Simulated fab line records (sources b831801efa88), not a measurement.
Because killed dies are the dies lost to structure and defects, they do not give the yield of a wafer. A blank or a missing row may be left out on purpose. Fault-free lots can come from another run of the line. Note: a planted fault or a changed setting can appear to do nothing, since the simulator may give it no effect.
Which of the tools did it?	flow gf180mcu	14 lots with 41 wafers sampled at 2 steps, on a route of 602 steps

## WHAT EACH GAUGE READ, for each wafer
GF_V5_OVL_MEAS_15. Usual: V5_OVL gives -5 nm (standard deviation 5.7).
lot	measured	on	V5_OVL (nm)	flag
L955	day 27 20:24	overlay-01	-10 2 -19	
L956	day 28 07:21	overlay-02	-8 -11 -13	
L957	day 28 17:27	overlay-01	0 -2 -5	
L959	day 28 22:33	overlay-01	8 -7 -1	
L960	day 29 06:59	overlay-01	-6 -6 -12	
L962	day 29 16:36	overlay-01	-4 -6 -1	
L961	day 29 17:31	overlay-01	-8 -4 -2	
L963	day 30 11:20	overlay-01	-1 9 -6	
L965	day 30 17:48	overlay-01	3 -5 -4	
L970	day 32 02:26	overlay-02	1 7 -1	
L973	day 32 17:38	overlay-02	-13 -12 -12	
L974	day 33 00:21	overlay-01	-10 -11 -10	
L976	day 33 03:04	overlay-01	-15 -9	
L977	day 33 03:22	overlay-02	-1 -3 -7	

## WHAT TOOL EACH LOT RAN ON (gives the tool, then ch and the chambers of the sampled wafers, and finally the start)
lot	GF_V5_CVD_02
L955	pecvd-03 ch 0,1,2, day 26 23:47
L956	pecvd-01 ch 0,1,2, day 27 10:36
L957	pecvd-03 ch 0,2, day 27 21:26
L959	pecvd-04 ch 0,1,2, day 28 03:02
L960	pecvd-04 ch 0,1,2, day 28 11:02
L962	pecvd-03 ch 0,2, day 28 21:21
L961	pecvd-01 ch 0,1,2, day 28 22:04
L963	pecvd-04 ch 0,1, day 29 16:05
L965	pecvd-03 ch 0,1, day 29 22:20
L970	pecvd-03 ch 0,1,2, day 31 08:10
L973	pecvd-03 ch 0,1,2, day 31 23:58
L974	pecvd-01 ch 0,1,2, day 32 06:58
L976	pecvd-03 ch 1,2, day 32 10:19
L977	pecvd-01 ch 0,1,2, day 32 10:55
- GF_V5_CVD_02: deposits SiO2 from TEOS, target thk 1450 nm, time 163.28 s.

## AS READ BY THE TOOLS THEMSELVES (means over the sampled wafers that have a number; for cases with no such wafer, the mark the record gives instead)
GF_V5_CVD_02. Usual: heater-power-w reads 723 W (standard deviation 86).
lot	tool	heater-power-w (W)	flag
L955	pecvd-03	810	
L956	pecvd-01	740	
L957	pecvd-03	688	
L959	pecvd-04	701	
L960	pecvd-04	749	
L962	pecvd-03	732	
L961	pecvd-01	764	
L963	pecvd-04	671	
L965	pecvd-03	734	
L970	pecvd-03	661	
L973	pecvd-03	821	
L974	pecvd-01	737	
L976	pecvd-03	773	
L977	pecvd-01	693	

## THE ANSWER, worked out from the rows above alone
Rule: take the mean of a lot's wafers that have a number; if it is more than 3 standard deviations from the usual mean, the lot is off. A lot without any number at a reading at which 4 lots or more have one is off too. The other lots that the step has rows for count as sound. After the gauges, taken in route order, come the tools' own readings; for these a lot's mean is taken, as printed above. At the first step where some lot is off, the reading lying furthest off is the one used; lots without a number count as furthest.
Nothing can be told from this: no lot is off at any reading shown.

## WHAT THE SIMULATOR PUT IN
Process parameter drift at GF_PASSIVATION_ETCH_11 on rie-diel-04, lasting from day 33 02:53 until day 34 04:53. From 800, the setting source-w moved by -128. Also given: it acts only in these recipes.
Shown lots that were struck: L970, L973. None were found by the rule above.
